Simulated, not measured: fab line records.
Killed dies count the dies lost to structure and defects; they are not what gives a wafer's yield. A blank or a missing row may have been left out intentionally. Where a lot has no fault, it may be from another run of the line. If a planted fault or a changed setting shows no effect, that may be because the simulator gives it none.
Which tool did it? -- flow gf180mcu -- 39 wafers sampled from 13 lots at 1 step of a route of 602

== WHAT THE GAUGES READ, wafer by wafer ==
GF_M1_OVL_MEAS_15. Usual: for M1_OVL the level is 1 nm and the standard deviation is 6.3.
lot,measured,on,M1_OVL (nm),flag
L735,day 17 04:22,overlay-01,10 2 9,
L736,day 17 09:44,overlay-02,-4 4 5,
L737,day 17 18:53,overlay-01,-7 -13 -2,
L738,day 18 14:18,overlay-01,1 -3 8,
L739,day 19 01:49,overlay-01,3 -6 6,
L740,day 19 04:29,overlay-01,-8 2 6,
L741,day 19 09:52,overlay-01,5 -3 9,
L742,day 20 00:27,overlay-02,5 -9 -1,
L743,day 20 10:59,overlay-02,14 -4 -2,
L752,day 23 09:11,overlay-01,-2 2 10,
L753,day 23 16:47,overlay-02,3 11 0,
L756,day 24 17:31,overlay-01,-1 5 0,
L758,day 25 08:18,overlay-01,-6 0 -7,

== WHICH TOOL RAN EACH LOT (tool, then ch and the chambers of the sampled wafers, then the start) ==
There is no process step in the record ahead of these readings.

== WHAT THE TOOLS THEMSELVES READ (means of the sampled wafers that have a number; where no wafer has one, the mark that the record gives instead) ==
The record holds no such reading with a usual standard deviation.

== THE ANSWER, worked out from the rows above alone ==
Rule: lot off if the mean of its wafers having a number is beyond 3 standard deviations from the usual mean. A lot without any number at a reading at which 4 lots or more have one is off too. The other lots that the step has rows for count as sound. After the gauges, taken in route order, come the tools' own readings; for these a lot's mean is taken, as printed above. At the first step where some lot is off, the reading lying furthest off is the one used; lots without a number count as furthest.
Nothing can be told from this: no lot is off at any reading shown.

== WHAT THE SIMULATOR HAD INSERTED ==
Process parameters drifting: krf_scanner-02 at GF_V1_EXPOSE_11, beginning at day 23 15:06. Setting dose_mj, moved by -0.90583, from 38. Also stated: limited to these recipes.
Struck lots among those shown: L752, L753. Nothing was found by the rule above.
